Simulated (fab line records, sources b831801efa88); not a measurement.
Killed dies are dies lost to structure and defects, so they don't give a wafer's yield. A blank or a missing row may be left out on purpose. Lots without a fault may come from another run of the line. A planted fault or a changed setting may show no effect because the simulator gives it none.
One fault seen from 2 desks | flow sfq_line | each desk has only its own numbers; what lay behind them comes last

THE METROLOGY DESK
What the gauges read, lot by lot, whatever tool the lot ran on: means of the sampled wafers that have a number. A lot is out of limits, marked OUT, if its mean lies more than 4 standard deviations from the usual mean; the brackets give that distance.
Columns: A = I4_OVL at SFQ_I4_OVL_MEAS_928, usual 0 nm; B = JJ_NB_RS at SFQ_JJ_RS_MEAS_929, usual 1.046 ohm/sq; C = J5_OVL at SFQ_JJ_OVL_MEAS_931, usual 1 nm
lot  | first seen here | A  | B     | C
L111 | day 37 14:31    | 4  | 1.054 | -1
L120 | day 42 00:46    | -8 | 1.048 | 11
L121 | day 43 01:31    | -2 | 1.049 | -4
L122 | day 43 07:31    | 7  | 1.061 | 0
L130 | day 47 08:57    | 6  | 1.040 | -6
L132 | day 48 11:27    | -8 | 1.041 | -4
This desk's finding: nothing out of limits on any of the 6 lots.

THE TOOL OWNER'S DESK: litho_track-04
The tool's own readings at SFQ_TRILAYER_JJ_CE_LITHO_COAT_119 (resist thk 62 nm): means of the sampled wafers that have a number, for each lot that ran on this tool. A lot is out of limits, marked OUT, if its mean lies more than 4 standard deviations from the usual mean; the brackets give that distance.
Columns: A = spin_speed_rpm at SFQ_TRILAYER_JJ_CE_LITHO_COAT_119, usual 2999.8 rpm
lot  | first seen here | A
L120 | day 42 03:10    | 2891.7 (-60) OUT
L121 | day 43 03:54    | 2890.7 (-61) OUT
L130 | day 47 11:21    | 2997.0
This desk's finding: out of limits on L120, L121; first on L120, day 42 03:10 (spin_speed_rpm at SFQ_TRILAYER_JJ_CE_LITHO_COAT_119). In limits: L130.

PUT TOGETHER
The tool owner's desk could have raised an alarm at day 42 03:10, on L120, L121.
The metrology desk saw nothing out of limits.
The metrology desk has L120, L121 on record, within its limits.
Of the lots named, all ran SFQ_TRILAYER_JJ_CE_LITHO_COAT_119 on litho_track-04.

WHAT THE SIMULATOR HAD PUT IN
Process parameter drift: litho_track-04, from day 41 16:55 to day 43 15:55, at SFQ_TRILAYER_JJ_CE_LITHO_COAT_119. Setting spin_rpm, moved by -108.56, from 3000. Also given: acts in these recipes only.
Lots struck among those shown: L120, L121.
Hours from the fault's start to each desk's first reading out of limits: the tool owner's desk, 10.
